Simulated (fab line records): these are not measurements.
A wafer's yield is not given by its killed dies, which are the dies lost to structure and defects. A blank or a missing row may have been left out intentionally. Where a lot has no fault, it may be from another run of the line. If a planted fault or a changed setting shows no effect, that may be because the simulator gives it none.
8D (eight disciplines) problem report, filled in by code	flow gf180mcu	the parts of the form that need people (team, actions taken, sign-off) are left out

== 1. PROBLEM STATEMENT ==
Wafers without a fault read 93.05 W, standard deviation 0.064; heater power total W at GF_V4_SOFTBAKE_10 reads a mean of 91.00 W on 6 wafers belonging to 2 lots. That is -32 standard deviations from the usual mean.
The step: time 60 s.
Earliest sighting: wafer L951.1 on litho track-01 at day 27 23:00. The record has a number at this step for 39 wafers belonging to 13 lots. The rule behind "out" and "out of limits": a value lying over 4 standard deviations away from the usual mean. The rest of the wafers with a number are treated as sound.

== 2. WHAT THIS IS AND IS NOT ==
question	is	is not
which readings at this step	heater power total W, plate temp C	-
which lots	L951, L953	L939, L941, L943, L944, L945, L946, L947, L948, L959, L960, L962
which wafers of those lots	all that have a number	-
read on which tools	litho track-01	litho track-02, litho track-03
when	from day 27 23:00	up to then (24 sound wafers); but 9 sound wafers of L959, L960, L962 came after

== 3. WHAT RULES OUT EACH SUSPECT ==
Counting: a tool stays on the suspect list if, at a process step up to the reading, it processed all lots that are out and no sound lot following the first of them.
- litho track-01 at GF_V4_SOFTBAKE_10 (time 60 s): kept. It ran every lot that is out, first L951 (day 27 23:00), and no sound lot after that; its last sound lot up to then is L947 (day 26 18:00). On those wafers its own readings are out: heater power total W, plate temp C.
The count leaves litho track-01 at GF_V4_SOFTBAKE_10.

== 4. THE CAUSE (what the simulator had put in) ==
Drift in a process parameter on litho track-01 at GF_V4_SOFTBAKE_10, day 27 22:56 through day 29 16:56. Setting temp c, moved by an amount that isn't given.
The count eliminated every tool but this one.

== 5. SEQUENCE OF EFFECTS, ordered by route ==
Each row: a reading where the mean over the struck wafers with a number is more than 3 standard deviations away from the usual. Only readings whose record carries a usual standard deviation are examined. hours: median over the lots of the time between each lot's start at the first step of this table that gives one and its start at this step. sigmas: the change, counted in usual standard deviations.
hours	step	reading	usual	on struck wafers	change	sigmas
0	GF_V4_SOFTBAKE_10	heater power total W	93.05 W	91.00	-2.05	-32
0	GF_V4_SOFTBAKE_10	plate temp C	129.99 C	127.73	-2.26	-17
10	GF_V4_CD_MEAS_14	cd nm	260.2 nm	255.9	-4.3	-3.6
Its process steps:
- GF_V4_SOFTBAKE_10: time 60 s.

== 6. WHAT WOULD HAVE CAUGHT IT SOONER ==
The fault began at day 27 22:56; the first out-of-limits reading in this record came at day 27 23:00, 0 hours later.
